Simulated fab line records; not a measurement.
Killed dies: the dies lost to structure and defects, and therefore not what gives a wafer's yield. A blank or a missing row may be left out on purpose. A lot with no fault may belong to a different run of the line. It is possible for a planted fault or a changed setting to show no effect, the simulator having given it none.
Which tool is to blame? | flow gf180mcu | 12 lots, 36 wafers sampled, at 6 steps of a route of 602

## WHAT EACH GAUGE READ, for each wafer
GF_NWELL_OVL_MEAS_07. Usual: for NWELL_OVL the level is -0.2 nm and the standard deviation is 1.3.
lot  | measured    | on         | NWELL_OVL (nm) | flag
L499 | day 3 09:26 | overlay-01 | 0.6 -1.1 -1.6  |
L500 | day 3 13:38 | overlay-02 | -1.0 0.0 1.3   |
L504 | day 4 09:05 | overlay-01 | -2.6 -2.6 -1.5 |
L507 | day 5 03:07 | overlay-02 | -2.4 -0.4 -0.8 |
L511 | day 5 23:16 | overlay-02 | -0.4 0.5 0.4   |
L512 | day 6 06:01 | overlay-01 | -1.5 0.6 -0.4  |
L514 | day 6 17:17 | overlay-01 | -0.8 2.5 2.0   |
L516 | day 7 02:47 | overlay-01 | -2.0 0.1 2.1   |
L517 | day 7 11:02 | overlay-02 | 0.5 1.1 1.5    |
L518 | day 7 15:38 | overlay-02 | -0.8 -0.8 -2.1 |
L520 | day 8 03:26 | overlay-02 | 1.4 -1.7 -0.2  |
L521 | day 8 07:46 | overlay-01 | -0.8 -0.7 -2.5 |

GF_VT_IMPLANT_RS_MEAS_48: measurement is done with a four-point probe. Usual: for LVPWELL_RS the level is 1198 ohm/sq and the standard deviation is 3.2.
lot  | measured     | on            | LVPWELL_RS (ohm/sq)           | flag
L499 | day 7 15:32  | film-metro-01 | 1197 1197 1196                |
L500 | day 7 22:12  | film-metro-03 | 1196 1201 1195                |
L504 | day 8 18:48  | film-metro-04 | 1198 1195 1199                |
L507 | day 9 18:56  | film-metro-04 | 1202 1204 1201                |
L511 | day 10 18:46 | film-metro-01 | 1196 1199 1199                |
L512 | day 11 02:42 | film-metro-03 | 1197 1195 1192                |
L514 | day 11 15:16 | film-metro-01 | 1199 1196 1202                |
L516 | day 12 01:41 | film-metro-01 | 1229 1235 1229 1229 1231 1231 | OFF
L517 | day 12 13:51 | film-metro-01 | 1196 1200 1200                |
L518 | day 12 18:21 | film-metro-04 | 1234 1233 1233 1235 1235 1232 | OFF
L520 | day 13 06:53 | film-metro-01 | 1198 1199 1198                |
L521 | day 13 13:34 | film-metro-03 | 1199 1198 1201                |

GF_VT_IMPLANT_RS_MEAS_49: measurement is done with a four-point probe. Usual: for MVPSD_RS the level is 1170 ohm/sq and the standard deviation is 3.2.
lot  | measured     | on            | MVPSD_RS (ohm/sq) | flag
L499 | day 7 15:39  | film-metro-01 | 1175 1178 1175    |
L500 | day 7 22:19  | film-metro-03 | 1168 1169 1172    |
L504 | day 8 18:55  | film-metro-04 | 1172 1171 1174    |
L507 | day 9 19:03  | film-metro-04 | 1169 1167 1168    |
L511 | day 10 18:53 | film-metro-01 | 1170 1166 1168    |
L512 | day 11 02:49 | film-metro-03 | 1167 1164 1164    |
L514 | day 11 15:23 | film-metro-01 | 1178 1177 1175    |
L516 | day 12 03:48 | film-metro-01 | 1172 1176 1175    |
L517 | day 12 13:58 | film-metro-01 | 1169 1175 1177    |
L518 | day 12 22:08 | film-metro-04 | 1170 1172 1169    |
L520 | day 13 07:01 | film-metro-01 | 1169 1170 1170    |
L521 | day 13 13:41 | film-metro-03 | 1169 1171 1171    |

GF_DUAL_GATE_THK_MEAS_03. Usual: for DUAL_GATE_OXIDATION_00_THK the level is 10.96 nm and the standard deviation is 0.18.
lot  | measured     | on            | DUAL_GATE_OXIDATION_00_THK (nm) | flag
L499 | day 7 17:38  | film-metro-02 | 11.03 10.94 10.78               |
L500 | day 8 00:03  | film-metro-02 | 10.82 10.97 10.92               |
L504 | day 8 21:42  | film-metro-02 | 10.95 10.81 10.95               |
L507 | day 10 04:56 | film-metro-02 | 11.04 11.25 10.96               |
L511 | day 11 00:18 | film-metro-02 | 11.39 11.39 11.52               |
L512 | day 11 08:02 | film-metro-02 | 10.84 10.89 10.84               |
L514 | day 11 17:08 | film-metro-02 | 10.78 10.83 10.82               |
L516 | day 12 05:49 | film-metro-04 | 10.60 10.59 10.97               |
L517 | day 12 15:56 | film-metro-02 | 10.92 10.83 11.08               |
L518 | day 12 23:59 | film-metro-04 | 11.11 11.07 11.15               |
L520 | day 13 09:12 | film-metro-04 | 11.04 11.03 10.91               |
L521 | day 13 15:50 | film-metro-04 | 10.65 10.66 10.81               |

## WHAT TOOL EACH LOT RAN ON (gives the tool, then ch and the chambers of the sampled wafers, and finally the start)
lot  | GF_LVPWELL_IMPLANT_08          | GF_VT_IMPLANT_STRIP_09
L499 | implanter-02 ch 0, day 3 23:14 | plasma-asher-01 ch 0,1, day 5 17:01
L500 | implanter-02 ch 0, day 4 03:37 | plasma-asher-04 ch 0,1, day 5 22:44
L504 | implanter-04 ch 0, day 4 22:38 | plasma-asher-02 ch 0,1, day 6 18:46
L507 | implanter-02 ch 0, day 5 17:14 | plasma-asher-04 ch 0,1, day 7 15:37
L511 | implanter-02 ch 0, day 6 14:10 | plasma-asher-04 ch 0,1, day 8 15:36
L512 | implanter-02 ch 0, day 6 21:40 | plasma-asher-02 ch 0,1, day 8 23:33
L514 | implanter-04 ch 0, day 7 08:46 | plasma-asher-04 ch 0,1, day 9 11:16
L516 | implanter-02 ch 0, day 7 18:14 | plasma-asher-01 ch 0,1, day 9 20:54
L517 | implanter-03 ch 0, day 8 03:52 | plasma-asher-01 ch 0,1, day 10 07:02
L518 | implanter-02 ch 0, day 8 08:31 | plasma-asher-01 ch 0,1, day 10 11:23
L520 | implanter-03 ch 0, day 8 20:22 | plasma-asher-04 ch 0,1, day 10 22:38
L521 | implanter-04 ch 0, day 9 00:52 | plasma-asher-04 ch 0,1, day 11 03:03
- GF_LVPWELL_IMPLANT_08
- GF_VT_IMPLANT_STRIP_09: strips in O2/N2.

## AS READ BY THE TOOLS THEMSELVES (means over the sampled wafers that have a number; for cases with no such wafer, the mark the record gives instead)
GF_LVPWELL_IMPLANT_08. Usual: beam-energy-keV reads 170.00 (standard deviation 0.056).
lot  | tool         | beam-energy-keV | flag
L499 | implanter-02 | 169.93          |
L500 | implanter-02 | 170.05          |
L504 | implanter-04 | 170.02          |
L507 | implanter-02 | 169.97          |
L511 | implanter-02 | 169.99          |
L512 | implanter-02 | 170.01          |
L514 | implanter-04 | 170.01          |
L516 | implanter-02 | 146.99          | OFF
L517 | implanter-03 | 169.97          |
L518 | implanter-02 | 147.00          | OFF
L520 | implanter-03 | 169.99          |
L521 | implanter-04 | 170.02          |

GF_VT_IMPLANT_STRIP_09. Usual: drypump-motor-current-A 5.6 A, standard deviation 0.41; heater-power-w 337 W, standard deviation 36; oes-product-au 0.717 a.u., standard deviation 0.0046; strip-time-to-endpoint-s 12.62 s, standard deviation 0.044.
lot  | tool            | drypump-motor-current-A (A) | heater-power-w (W) | oes-product-au (a.u.) | strip-time-to-endpoint-s (s) | flag
L499 | plasma-asher-01 | 5.9                         | 331                | 0.719                 | 12.56                        |
L500 | plasma-asher-04 | 5.3                         | 369                | 0.720                 | 12.69                        |
L504 | plasma-asher-02 | 5.7                         | 301                | 0.718                 | 12.64                        |
L507 | plasma-asher-04 | 5.3                         | 371                | 0.716                 | 12.65                        |
L511 | plasma-asher-04 | 5.1                         | 350                | 0.714                 | 12.62                        |
L512 | plasma-asher-02 | 5.7                         | 297                | 0.717                 | 12.67                        |
L514 | plasma-asher-04 | 5.1                         | 346                | 0.718                 | 12.57                        |
L516 | plasma-asher-01 | 6.0                         | 310                | 0.717                 | 12.66                        |
L517 | plasma-asher-01 | 6.0                         | 308                | 0.715                 | 12.55                        |
L518 | plasma-asher-01 | 5.9                         | 326                | 0.718                 | 12.70                        |
L520 | plasma-asher-04 | 5.3                         | 373                | 0.716                 | 12.65                        |
L521 | plasma-asher-04 | 5.3                         | 370                | 0.709                 | 12.65                        |

## THE ANSWER, worked out from the rows above alone
Rule: a lot is off if the mean of its wafers that have a number lies more than 3 standard deviations from the usual mean. Also off: a lot with no number at a reading for which 4 or more lots have one. All remaining lots with rows at the step are treated as sound. First the gauges in route order, then the tools' own readings, where a lot's mean is used as printed above. The first step at which some lot is off is used, and at that step the reading that is off furthest; a lot without a number counts as furthest.
Off: L516, L518, seen at GF_VT_IMPLANT_RS_MEAS_48 (LVPWELL_RS).
If a tool, at a process step before that reading, ran all the lots that are off and no sound lot after the first of them, it fits. Not tried: the gauges at GF_VT_IMPLANT_RS_MEAS_48; whatever is off there is also off at GF_LVPWELL_IMPLANT_08, on other tools, and gauge error can't account for it. One candidate fits, namely implanter-02 at GF_LVPWELL_IMPLANT_08. Its last sound lot is L512 (day 6 21:40), its first lot that is off L516 (day 7 18:14): a fault that began between those two fits.
The tool's own readings at GF_LVPWELL_IMPLANT_08 bear it out: on the lots that are off they differ by more than 5 times the standard deviation of the sound lots' means. beam-energy-keV reads 147.00 there against 170.00 on the sound lots.

## WHAT THE SIMULATOR PUT IN
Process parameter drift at GF_LVPWELL_IMPLANT_08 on implanter-02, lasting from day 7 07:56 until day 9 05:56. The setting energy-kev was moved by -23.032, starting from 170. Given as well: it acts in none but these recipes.
Shown lots that were struck: L516, L518. This agrees with what the rule above found.
